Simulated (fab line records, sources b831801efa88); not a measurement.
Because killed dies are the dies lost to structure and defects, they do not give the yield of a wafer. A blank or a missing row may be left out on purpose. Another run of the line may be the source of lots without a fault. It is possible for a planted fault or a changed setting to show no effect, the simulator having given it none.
fab line records	flow sky130
record: lots: 10	wafers: 30	last_day: 50
route steps=708 shown VIA3@586 CAP2M@605 PAD_OPEN@708
lots untouched by any fault: they come from a run of this same line in which no faults occurred
start_h: hours from the record's first day to the start of the lot's first wafer shown	wait_h: how many hours have passed since the lot's step before this one	" as in the row above	L1.1+2: a single row standing in for several wafers	- no value, or no start given	* or withheld: withheld	< > ~ a bound
route shown NAME@n: names a module that has steps shown in the file, with the first one's number in the route	usual: average and standard deviation across the fault-free wafers	same: alike in all rows	chamber/n: place in a boat	sites: readings site by site	_std_site: standard deviation across them	_edge_site: the outer-site mean with the inner-site mean subtracted	radius_mm: for every site, how far away it sits from the centre of the wafer	mask NAME#n: copy n	behind: the last tool/chamber to shape the wafer	hold: what put the lot on hold/how long, in hours/how the hold closed	device: whichever transistor did not switch (one of n, p or np)	end of line: the same wafers' tests at the end of the route	a step with no rows: only its recipe	killed: not the wafer's yield, but the dies lost to structure and defects at the first sort	map: the dies of a wafer, with x for killed, . for not killed, _ for no die there
set.NAME: the setting the step ran with; set.NAME@STEP: the setting that earlier step ran with	model.NAME: the simulator's own value behind a step, which no gauge read
steps of the route over a sample of lots; a table a step, a row a wafer
services: a tool's chamber out of use, with start hour (start_h, from the record's first day; less than 0 if before it), hours out, and reason
== steps ==
step: SKY_VIA3_OVL_MEAS_13
usual: VIA3_OVL: -4/5.5
lot.wafer	tool	chamber	start_h	wait_h	VIA3_OVL[nm]
L393.1	overlay-01	-	939.42	0.1	13
L393.3	"	-	"	"	7
L393.5	"	-	"	"	9
L392.1	overlay-02	-	940.48	0.1	-4
L392.2	"	-	"	"	-1
L392.4	"	-	"	"	3
L395.1	overlay-02	-	951.47	0.1	-9
L395.3	"	-	"	"	-4
L395.6	"	-	"	"	-4
L398.3	overlay-01	-	995.95	0.1	-3
L398.4	"	-	"	"	2
L398.5	"	-	"	"	-7
L404.1	overlay-02	-	1035.03	0.1	-14
L404.3	"	-	"	"	-13
L404.5	"	-	"	"	-13
L403.3	overlay-01	-	1041.99	0.1	1
L403.4	"	-	"	"	-1
L403.5	"	-	"	"	2
L406.1	overlay-02	-	1049.38	0.1	-9
L406.2	"	-	"	"	-7
L406.6	"	-	"	"	-10
L410.2	overlay-02	-	1059.30	0.1	0
L410.3	"	-	"	"	-2
L410.4	"	-	"	"	-6
L412.2	overlay-01	-	1068.67	0.1	-3
L412.3	"	-	"	"	1
L412.5	"	-	"	"	-3
L415.1	overlay-01	-	1084.08	0.1	-6
L415.4	"	-	"	"	-4
L415.5	"	-	"	"	-2
step: SKY_VIA3_STRIP_16
recipe: chemistry: O2/N2	power_w: 1400	pressure_mtorr: 1500	platen_temp_c: withheld	o2_flow_sccm: 3000	n2_flow_sccm: 300	overash_fraction: 0.5
usual: drypump_motor_current_A: 5.5/0.43	oes_product_au: 0.403/0.0046	strip_time_to_endpoint_s: 4.160/0.024
same: overash_fraction: 0.5
lot.wafer	tool	chamber	start_h	wait_h	drypump_motor_current_A	oes_product_au	rf_hours_counter_h	strip_time_to_endpoint_s
L393.1	plasma_asher-01	1	939.55	0.0	5.7	0.401	84	4.100
L393.3	"	1	"	"	5.7	0.392	-	4.111
L393.5	"	0	"	"	4.9	0.392	-	4.171
L392.1	plasma_asher-01	1	940.62	0.0	5.7	0.399	84	4.163
L392.2	"	0	"	"	4.9	0.400	84	4.164
L392.4	"	1	"	"	5.7	0.405	-	4.175
L395.1	plasma_asher-04	0	951.60	0.0	5.8	0.401	21	4.104
L395.3	"	1	"	"	5.2	0.399	-	4.125
L395.6	"	1	"	"	5.2	0.401	-	4.144
L398.3	plasma_asher-04	0	996.11	0.1	5.8	0.406	-	4.162
L398.4	"	1	"	"	5.2	0.398	-	4.147
L398.5	"	0	"	"	5.8	0.399	-	4.166
L404.1	plasma_asher-01	1	1035.17	0.0	5.7	0.400	94	4.179
L404.3	"	0	"	"	5.0	0.398	-	4.134
L404.5	"	1	"	"	5.7	0.403	-	4.141
L403.3	plasma_asher-03	1	1042.15	0.1	6.2	0.406	-	4.164
L403.4	"	0	"	"	5.2	0.411	-	4.177
L403.5	"	1	"	"	6.2	0.409	-	4.169
L406.1	plasma_asher-03	1	1049.52	0.0	6.2	0.403	60	4.192
L406.2	"	0	"	"	5.2	0.402	60	4.161
L406.6	"	0	"	"	5.2	0.403	-	4.174
L410.2	plasma_asher-03	0	1059.43	0.0	5.2	0.407	62	4.150
L410.3	"	0	"	"	5.2	0.400	-	4.187
L410.4	"	1	"	"	6.3	0.405	-	4.178
L412.2	plasma_asher-04	0	1068.80	0.0	5.7	0.405	32	4.157
L412.3	"	0	"	"	5.8	0.416	-	4.169
L412.5	"	0	"	"	5.8	0.404	-	4.167
L415.1	plasma_asher-01	1	1084.22	0.0	5.7	0.404	99	4.163
L415.4	"	0	"	"	5.0	0.406	-	4.165
L415.5	"	1	"	"	5.7	0.406	-	4.176
step: SKY_CAP2M_SPUTTER_02
recipe: material: TiN	target_thk_nm: 200	temp_c: 300	power_w: 6500	time_s: 166.7	chamber_pressure_pa: 0.4
usual: chamber_pressure_pa: 0.3999/0.00079	throttle_valve_pct: 29.8/0.87
lot.wafer	tool	chamber	start_h	wait_h	chamber_pressure_pa	throttle_valve_pct
L393.1	pvd_sputter-01	-	941.04	0.1	0.3985	29.9
L393.3	"	-	"	"	0.4005	29.7
L393.5	"	-	"	"	0.3986	28.6
L392.1	pvd_sputter-03	-	942.30	0.1	0.4007	29.7
L392.2	"	-	"	"	0.3994	29.0
L392.4	"	-	"	"	0.4001	28.5
L395.1	pvd_sputter-02	-	954.01	0.1	0.3994	31.1
L395.3	"	-	"	"	0.3978	29.1
L395.6	"	-	"	"	0.3995	30.2
L398.3	pvd_sputter-03	-	997.57	0.0	0.4007	29.1
L398.4	"	-	"	"	0.3994	28.5
L398.5	"	-	"	"	0.3988	29.6
L404.1	pvd_sputter-01	-	1036.70	0.1	0.3996	30.0
L404.3	"	-	"	"	0.3988	30.7
L404.5	"	-	"	"	0.3998	28.9
L403.3	pvd_sputter-03	-	1043.61	0.0	0.3985	28.8
L403.4	"	-	"	"	0.3997	31.2
L403.5	"	-	"	"	0.3996	28.7
L406.1	pvd_sputter-03	-	1051.01	0.1	0.4013	29.0
L406.2	"	-	"	"	0.3992	28.6
L406.6	"	-	"	"	0.4014	31.2
L410.2	pvd_sputter-01	-	1060.95	0.0	0.3994	30.5
L410.3	"	-	"	"	0.4015	28.9
L410.4	"	-	"	"	0.3995	29.6
L412.2	pvd_sputter-01	-	1070.34	0.0	0.3997	29.6
L412.3	"	-	"	"	0.3997	29.7
L412.5	"	-	"	"	0.3989	29.7
L415.1	pvd_sputter-02	-	1086.90	0.1	0.3997	30.3
L415.4	"	-	"	"	0.3997	29.0
L415.5	"	-	"	"	0.4005	30.4
step: SKY_CAP2M_RS_MEAS_03
recipe: thk_meas_gauge: four-point-probe	reads: TiN_of_CAP2M_SPUTTER_02
usual: CAP2M_TIN_RS: 6.88/0.077
lot.wafer	tool	chamber	start_h	wait_h	CAP2M_TIN_RS[ohm/sq]
L393.1	film_metro-02	-	941.15	0.1	6.91
L393.3	"	-	"	"	6.99
L393.5	"	-	"	"	6.88
L392.1	film_metro-02	-	942.41	0.1	7.00
L392.2	"	-	"	"	6.98
L392.4	"	-	"	"	7.02
L395.1	film_metro-04	-	954.12	0.1	6.90
L395.3	"	-	"	"	6.93
L395.6	"	-	"	"	6.86
L398.3	film_metro-02	-	997.72	0.1	6.91
L398.4	"	-	"	"	6.94
L398.5	"	-	"	"	6.86
L404.1	film_metro-03	-	1036.81	0.1	6.93
L404.3	"	-	"	"	6.92
L404.5	"	-	"	"	6.92
L403.3	film_metro-04	-	1043.76	0.1	6.94
L403.4	"	-	"	"	6.90
L403.5	"	-	"	"	6.90
L406.1	film_metro-04	-	1051.14	0.1	3.48
L406.2	"	-	"	"	6.92
L406.6	"	-	"	"	6.83
L410.2	film_metro-04	-	1061.08	0.1	6.78
L410.3	"	-	"	"	6.68
L410.4	"	-	"	"	6.73
L412.2	film_metro-02	-	1070.46	0.1	6.95
L412.3	"	-	"	"	6.91
L412.5	"	-	"	"	6.93
L415.1	film_metro-04	-	1087.01	0.1	6.70
L415.4	"	-	"	"	6.71
L415.5	"	-	"	"	6.79
step: SKY_CAP2M_THK_MEAS_04
recipe: thk_meas_gauge: xrf	reads: TiN_of_CAP2M_SPUTTER_02
usual: CAP2M_TIN_THK: 200.0/2.5
lot.wafer	tool	chamber	start_h	wait_h	CAP2M_TIN_THK[nm]
L393.1	film_metro-02	-	941.27	0.1	198.1
L393.3	"	-	"	"	196.0
L393.5	"	-	"	"	199.3
L392.1	film_metro-02	-	942.53	0.1	195.4
L392.2	"	-	"	"	196.5
L392.4	"	-	"	"	195.0
L395.1	film_metro-04	-	954.24	0.1	201.1
L395.3	"	-	"	"	198.4
L395.6	"	-	"	"	201.2
L398.3	film_metro-02	-	997.82	0.1	199.7
L398.4	"	-	"	"	197.4
L398.5	"	-	"	"	200.2
L404.1	film_metro-03	-	1036.93	0.1	198.7
L404.3	"	-	"	"	198.7
L404.5	"	-	"	"	199.9
L403.3	film_metro-04	-	1043.86	0.1	198.6
L403.4	"	-	"	"	198.7
L403.5	"	-	"	"	199.3
L406.1	film_metro-04	-	1051.26	0.1	389.4
L406.2	"	-	"	"	199.0
L406.6	"	-	"	"	202.1
L410.2	film_metro-04	-	1061.19	0.1	202.9
L410.3	"	-	"	"	206.1
L410.4	"	-	"	"	204.7
L412.2	film_metro-02	-	1070.57	0.1	197.7
L412.3	"	-	"	"	199.6
L412.5	"	-	"	"	199.3
L415.1	film_metro-04	-	1087.13	0.1	204.5
L415.4	"	-	"	"	203.8
L415.5	"	-	"	"	201.4
step: SKY_CAP2M_METAL_ETCH_13
recipe: target_depth_nm: 220	stop_on: SiO2	chemistry: Cl2/BCl3	target: TiN	pressure_mtorr: 10	icp_w: 900	bias_w: 48.5	Cl2_flow_sccm: 60	bcl3_flow_sccm: 30	time_s: 62.9
usual: bias_w: 48.50/0.15	drypump_motor_current_A: 5.86/0.24	oes_product_au: 0.944/0.008	throttle_valve_pct: 21.900/0.0089
lot.wafer	tool	chamber	start_h	wait_h	bias_w	drypump_motor_current_A	oes_product_au	rf_hours_counter_h	throttle_valve_pct
L393.1	rie_metal-01	1	964.82	0.0	48.52	5.42	0.934	13	21.925
L393.3	"	0	"	"	48.48	6.02	0.933	-	21.905
L393.5	"	0	"	"	48.38	6.02	0.946	-	21.896
L392.1	rie_metal-04	1	966.46	0.0	48.49	5.80	0.932	1	21.902
L392.2	"	0	"	"	48.67	6.10	0.931	5	21.916
L392.4	"	0	"	"	48.66	6.15	0.924	-	21.907
L395.1	rie_metal-04	1	977.60	0.0	48.54	5.82	0.947	2	21.900
L395.3	"	1	"	"	48.61	5.83	0.941	-	21.910
L395.6	"	0	"	"	48.53	6.09	0.939	-	21.912
L398.3	rie_metal-02	1	1020.49	0.0	48.24	5.82	0.936	-	21.902
L398.4	"	0	"	"	48.26	5.92	0.933	-	21.900
L398.5	"	1	"	"	48.63	5.81	0.942	-	21.899
L404.1	rie_metal-01	0	1058.86	0.0	48.27	6.12	0.944	24	21.900
L404.3	"	0	"	"	48.52	6.10	0.940	-	21.894
L404.5	"	0	"	"	48.34	6.10	0.941	-	21.904
L403.3	rie_metal-01	1	1065.52	0.1	48.60	5.40	0.934	-	21.901
L403.4	"	1	"	"	48.63	5.42	0.933	-	21.915
L403.5	"	1	"	"	48.66	5.38	0.939	-	21.913
L406.1	rie_metal-04	1	1072.45	0.0	48.29	5.79	1.007	6	21.860
L406.2	"	0	"	"	48.46	6.13	0.939	10	21.904
L406.6	"	0	"	"	48.42	6.13	0.948	-	21.906
L410.2	rie_metal-01	0	1082.20	0.0	48.40	6.02	0.959	1	21.905
L410.3	"	1	"	"	48.62	5.43	0.965	-	21.895
L410.4	"	0	"	"	48.34	6.02	0.966	-	21.891
L412.2	rie_metal-04	0	1091.22	0.0	48.57	6.11	0.949	12	21.904
L412.3	"	0	"	"	48.47	6.10	0.938	-	21.900
L412.5	"	1	"	"	48.76	5.82	0.943	-	21.896
L415.1	rie_metal-04	0	1106.65	0.0	48.30	6.08	0.963	13	21.903
L415.4	"	1	"	"	48.43	5.81	0.956	-	21.907
L415.5	"	0	"	"	48.48	6.09	0.954	-	21.888
step: SKY_CAP2M_STRIP_14
recipe: chemistry: O2/N2	power_w: 1400	pressure_mtorr: 1500	platen_temp_c: withheld	o2_flow_sccm: 3000	n2_flow_sccm: 300	overash_fraction: 0.5
usual: drypump_motor_current_A: 5.6/0.47	oes_product_au: 0.711/0.0055	strip_time_to_endpoint_s: 12.78/0.033
same: overash_fraction: 0.5
lot.wafer	tool	chamber	start_h	wait_h	drypump_motor_current_A	oes_product_au	rf_hours_counter_h	strip_time_to_endpoint_s
L393.1	plasma_asher-01	1	964.90	0.1	5.7	0.712	86	12.77
L393.3	"	0	"	"	4.9	0.711	-	12.81
L393.5	"	1	"	"	5.7	0.704	-	12.77
L392.1	plasma_asher-02	1	966.53	0.1	5.2	0.707	114	12.75
L392.2	"	0	"	"	6.1	0.718	114	12.76
L392.4	"	1	"	"	5.2	0.706	-	12.76
L395.1	plasma_asher-02	0	977.67	0.1	6.1	0.705	115	12.79
L395.3	"	1	"	"	5.2	0.707	-	12.76
L395.6	"	0	"	"	6.1	0.702	-	12.77
L398.3	plasma_asher-02	0	1020.58	0.1	6.1	0.714	-	12.77
L398.4	"	1	"	"	5.2	0.716	-	12.75
L398.5	"	0	"	"	6.1	0.712	-	12.76
L404.1	plasma_asher-03	0	1058.93	0.1	5.2	0.708	62	12.78
L404.3	"	0	"	"	5.3	0.710	-	12.78
L404.5	"	1	"	"	6.2	0.710	-	12.79
L403.3	plasma_asher-01	1	1065.66	0.1	5.7	0.708	-	12.79
L403.4	"	0	"	"	4.9	0.710	-	12.79
L403.5	"	0	"	"	5.0	0.720	-	12.78
L406.1	plasma_asher-02	0	1072.52	0.1	6.1	0.719	1	12.84
L406.2	"	1	"	"	5.2	0.709	1	12.82
L406.6	"	0	"	"	6.1	0.710	-	12.80
L410.2	plasma_asher-01	0	1082.27	0.1	4.9	0.719	98	12.74
L410.3	"	0	"	"	4.9	0.714	-	12.77
L410.4	"	1	"	"	5.7	0.709	-	12.80
L412.2	plasma_asher-03	0	1091.30	0.1	5.3	0.712	65	12.77
L412.3	"	1	"	"	6.2	0.716	-	12.82
L412.5	"	1	"	"	6.3	0.711	-	12.82
L415.1	plasma_asher-02	1	1106.72	0.1	5.2	0.704	4	12.80
L415.4	"	0	"	"	6.1	0.717	-	12.79
L415.5	"	1	"	"	5.2	0.713	-	12.76
step: SKY_PAD_OPEN_PROBE_99
usual: defect_limited_yield: 82.1/1.8	killed_at_M0_to_M3: 44/6.2	killed_at_M4_up: 3.3/1.8	killed_at_contacts: 25/5.8	killed_at_front_end: 15/4	killed_at_other: 0.3/0.49	killed_dies: 88/8.8	killed_open: 48/6.5	killed_short: 39/6.3
same: gross_dies: 492	killed_at_back_side: 0
lot.wafer	tool	chamber	start_h	wait_h	defect_limited_yield[%]	killed_at_M0_to_M3	killed_at_M4_up	killed_at_contacts	killed_at_front_end	killed_at_other	killed_dies	killed_open	killed_short
L404.1	prober-02	-	1166.74	0.1	83.9	37	2	24	16	0	79	46	33
L404.3	prober-02	-	1166.84	0.2	80.3	46	4	31	16	0	97	51	46
L404.5	prober-02	-	1166.94	0.2	84.6	39	4	18	15	0	76	49	27
L403.3	prober-01	-	1171.69	0.2	79.5	54	3	31	13	0	101	60	40
L403.4	prober-01	-	1171.74	0.2	78.7	50	8	27	20	0	105	54	50
L403.5	prober-01	-	1171.79	0.2	81.3	47	5	27	13	0	92	53	39
L406.1	prober-01	-	1177.13	0.1	79.5	55	1	27	18	0	101	52	49
L406.2	prober-01	-	1177.18	0.1	83.3	40	1	24	17	0	82	35	47
L406.6	prober-01	-	1177.38	0.2	83.1	41	4	15	23	0	83	48	35
L415.1	prober-02	-	1204.27	0.1	80.5	43	4	25	23	1	96	49	44
L415.4	prober-02	-	1204.42	0.2	79.7	41	2	37	19	1	100	46	53
L415.5	prober-02	-	1204.47	0.2	81.7	45	4	28	13	0	90	47	42
killed by level:class
L404.1 CONTACT:geometric_particle:open=9 VIA1:geometric_particle:open=8 VIA2:geometric_particle:open=8 METAL1:geometric_particle:short=6 FIELD_ISO:geometric_particle:open=5 POLY_GATE:geometric_particle:short=5 METAL2:geometric_particle:short=5 LOCAL_INTERCONNECT:geometric_particle:short=5
L404.3 VIA1:geometric_particle:open=10 LOCAL_INTERCONNECT:geometric_particle:short=10 CONTACT:geometric_particle:open=9 METAL3:geometric_particle:short=9 LI_CONTACT:geometric_particle:open=8 VIA2:geometric_particle:open=8 POLY_GATE:geometric_particle:open=5 VIA3:geometric_particle:open=5
L404.5 CONTACT:geometric_particle:open=11 METAL1:geometric_particle:short=7 VIA1:geometric_particle:open=7 VIA2:geometric_particle:open=7 VIA3:geometric_particle:open=6 FIELD_ISO:geometric_particle:open=5 FIELD_ISO:geometric_particle:short=3 POLY_GATE:geometric_particle:open=3
L403.3 CONTACT:geometric_particle:open=13 VIA1:geometric_particle:open=13 LI_CONTACT:geometric_particle:open=11 METAL1:geometric_particle:short=8 VIA3:geometric_particle:open=6 METAL2:geometric_particle:short=6 FIELD_ISO:geometric_particle:open=5 FIELD_ISO:geometric_particle:short=5
L403.4 LI_CONTACT:geometric_particle:open=8 VIA2:geometric_particle:short=8 VIA3:geometric_particle:open=8 LI_CONTACT:geometric_particle:short=7 VIA2:geometric_particle:open=7 VIA1:geometric_particle:open=6 CONTACT:geometric_particle:open=6 FIELD_ISO:geometric_particle:short=5
L403.5 VIA2:geometric_particle:open=11 CONTACT:geometric_particle:open=10 VIA1:geometric_particle:open=9 LI_CONTACT:geometric_particle:open=7 FIELD_ISO:geometric_particle:short=6 VIA3:geometric_particle:open=6 METAL2:geometric_particle:short=6 METAL4:geometric_particle:short=5
L406.1 VIA2:geometric_particle:open=11 CONTACT:geometric_particle:open=9 VIA1:geometric_particle:open=8 VIA3:geometric_particle:open=7 METAL2:geometric_particle:short=6 LI_CONTACT:geometric_particle:open=6 VIA1:geometric_particle:short=6 METAL1:geometric_particle:short=6
L406.2 METAL2:geometric_particle:short=9 VIA1:geometric_particle:short=8 VIA1:geometric_particle:open=8 CONTACT:geometric_particle:short=6 LI_CONTACT:geometric_particle:short=5 LI_CONTACT:geometric_particle:open=5 CONTACT:geometric_particle:open=5 METAL3:geometric_particle:short=5
L406.6 VIA2:geometric_particle:open=10 VIA1:geometric_particle:open=7 LI_CONTACT:geometric_particle:open=6 FIELD_ISO:geometric_particle:open=5 CONTACT:geometric_particle:open=4 FIELD_ISO:geometric_particle:short=3 POLY_GATE:geometric_particle:short=3 POLY_GATE:geometric_particle:open=3
L415.1 CONTACT:geometric_particle:open=10 VIA1:geometric_particle:open=10 CONTACT:geometric_particle:short=7 VIA1:geometric_particle:short=7 VIA2:geometric_particle:open=7 FIELD_ISO:geometric_particle:short=6 METAL2:geometric_particle:short=6 POLY_GATE:geometric_particle:open=5
L415.4 VIA1:geometric_particle:open=12 CONTACT:geometric_particle:short=10 CONTACT:geometric_particle:open=10 METAL2:geometric_particle:short=8 FIELD_ISO:geometric_particle:short=7 LI_CONTACT:geometric_particle:open=6 LOCAL_INTERCONNECT:geometric_particle:short=6 METAL1:geometric_particle:short=6
L415.5 CONTACT:geometric_particle:short=12 VIA2:geometric_particle:open=11 CONTACT:geometric_particle:open=7 LI_CONTACT:geometric_particle:open=6 VIA3:geometric_particle:open=5 METAL1:geometric_particle:short=5 VIA1:geometric_particle:open=5 METAL2:geometric_particle:short=5
== services ==
tool	chamber	start_h	hours	kind
pvd_sputter-03	-	923.17	8.9	repair
rie_metal-04	-	939.14	1.5	repair
pvd_sputter-02	-	940.01	12.7	repair
plasma_asher-03	-	949.37	2.8	pm
pvd_sputter-01	2	953.92	-	consumable_replace:kit
pvd_sputter-01	2	953.92	18.0	scheduled_down
rie_metal-02	0	959.34	4.4	repair
plasma_asher-03	-	970.23	1.9	repair
plasma_asher-02	-	1005.96	0.9	repair
pvd_sputter-03	-	1016.93	3.4	repair
plasma_asher-04	-	1019.44	3.3	repair
rie_metal-04	1	1027.26	9.3	repair
plasma_asher-03	-	1034.44	1.6	repair
pvd_sputter-02	-	1042.24	1.9	repair
rie_metal-04	-	1052.02	4.3	pm
plasma_asher-02	-	1055.25	9.0	pm
plasma_asher-02	0	1055.25	9.0	vent_cycle
plasma_asher-02	1	1055.25	9.0	vent_cycle
plasma_asher-02	0	1064.25	-	clean
plasma_asher-02	1	1064.25	-	clean
pvd_sputter-02	-	1064.61	13.9	repair
rie_metal-01	-	1089.98	2.8	pm
pvd_sputter-02	-	1093.81	3.1	repair
rie_metal-04	-	1102.39	2.1	repair
== key ==
first_sign: step: SKY_CAP2M_RS_MEAS_03	reading: CAP2M_TIN_RS	direction: down	sigmas: 44	usual: 6.88	struck: 3.48
effect: step: SKY_CAP2M_THK_MEAS_04	reading: CAP2M_TIN_THK	direction: up	sigmas: 75	usual: 200.0	struck: 389.4
effect: step: SKY_CAP2M_METAL_ETCH_13	reading: oes_product_au	direction: up	sigmas: 8	usual: 0.944	struck: 1.007
met_at SKY_CAP2M_SPUTTER_02
struck_lots L406
struck_wafers L406.1
not_acting_at SKY_VIA3_OVL_MEAS_13,SKY_VIA3_STRIP_16,SKY_CAP2M_STRIP_14
onset_between 997.57 1051.01
fault: kind: process_parameter_drift	tool: pvd_sputter-03	chamber: -	onset_h: 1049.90	steps: SKY_CAP2M_SPUTTER_02	channel: target_thk_nm	offset: 191.57	shape: step	end_h: 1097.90	acts_in: these_recipes_only	stated: 200	scope: struck_wafers_only
